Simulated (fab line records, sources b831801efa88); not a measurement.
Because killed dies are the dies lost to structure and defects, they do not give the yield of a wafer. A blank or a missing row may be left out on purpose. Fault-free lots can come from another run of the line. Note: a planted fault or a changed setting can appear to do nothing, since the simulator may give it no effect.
A lot that was struck, set against a sound lot + flow sky130 + 14 out of 708 route steps
Sound: the wafers L216.1, L216.3, L216.6. Wafers L220.1, L220.2, L220.6 were the ones struck. At the end, the cause is stated.
Each step with rows lists, per side, the tool, then ch with its chambers, then its first start. Under that, the readings that differ: sound wafers + struck wafers + difference of the means + sigmas: that difference in standard deviations of wafers without a fault.
alike: a reading whose means differ by less than 2 such deviations, as well as words and numbers matching on both sides. not compared: withheld readings; readings where some wafer has no value; bounds like >300 that might hide an equal value; numbers whose values overlap and for which the record gives no deviation.
Wherever a step has rows on one side only, a row that says differs or no value, or a row with sigmas, the two part there. Numbers that have no deviation but don't overlap get no sigmas and don't part them. Lack of a reading on every wafer of one side parts them only where that side has two or more wafers.

first, 2 steps without rows for these wafers: SKY_NWELL_PEB_08; SKY_NWELL_DEVELOP_09 (develop time 60 s).
SKY_NWELL_OVL_MEAS_10:
  sound: overlay-01 at day 5 03:44; struck: overlay-01 at day 6 01:05
  alike: NWELL_00_OVL
then, 3 steps without rows for these wafers: SKY_NWELL_IMPLANT_11; SKY_NWELL_IMPLANT_12; SKY_NWELL_IMPLANT_13.
SKY_NWELL_STRIP_14: strips in O2/N2.
  sound on plasma_asher-01 ch 0, day 5 04:13; struck on plasma_asher-03 ch 0,1, day 6 01:34
  alike: chamber_pressure_mTorr, drypump_motor_current_A, o2_flow_sccm, oes_product_au, strip_time_to_endpoint_s
  not compared: rf_hours_counter_h
SKY_NWELL_TW_MEAS_15:
  sound: film_metro-04 at day 5 04:19; struck: film_metro-01 at day 6 01:40
| reading  | sound          | struck         | difference | sigmas |
|----------|----------------|----------------|------------|--------|
| NWELL_TW | 1845 1842 1854 | 1784 1781 1774 | -67        | -2     |
then, 4 steps without rows for these wafers: SKY_NWELL_DEHYDRATE_16 (time 60 s); SKY_NWELL_HMDS_17 (prime time 60 s); SKY_NWELL_COAT_18 (resist thk 3000 nm); SKY_NWELL_SOFTBAKE_19.
SKY_NWELL_EXPOSE_20: exposes mask NWM COMPLEMENT, target cd 840 nm.
  sound on iline_stepper-01 ch 0, day 5 13:14; struck on iline_stepper-01 ch 0, day 6 11:05
| reading | sound                                              | struck                                                      | difference | sigmas |
|---------|----------------------------------------------------|-------------------------------------------------------------|------------|--------|
| mask    | NWM_COMPLEMENT#0 NWM_COMPLEMENT#0 NWM_COMPLEMENT#0 | NWM_COMPLEMENT_R1#0 NWM_COMPLEMENT_R1#0 NWM_COMPLEMENT_R1#0 | differs    |        |
next, for these wafers, 1 step has no rows: SKY_NWELL_PEB_21.

== WHERE THEY PART ==
At SKY_NWELL_TW_MEAS_15 first; at SKY_NWELL_EXPOSE_20 last (within this record only).

WHY: whatever the simulator had introduced
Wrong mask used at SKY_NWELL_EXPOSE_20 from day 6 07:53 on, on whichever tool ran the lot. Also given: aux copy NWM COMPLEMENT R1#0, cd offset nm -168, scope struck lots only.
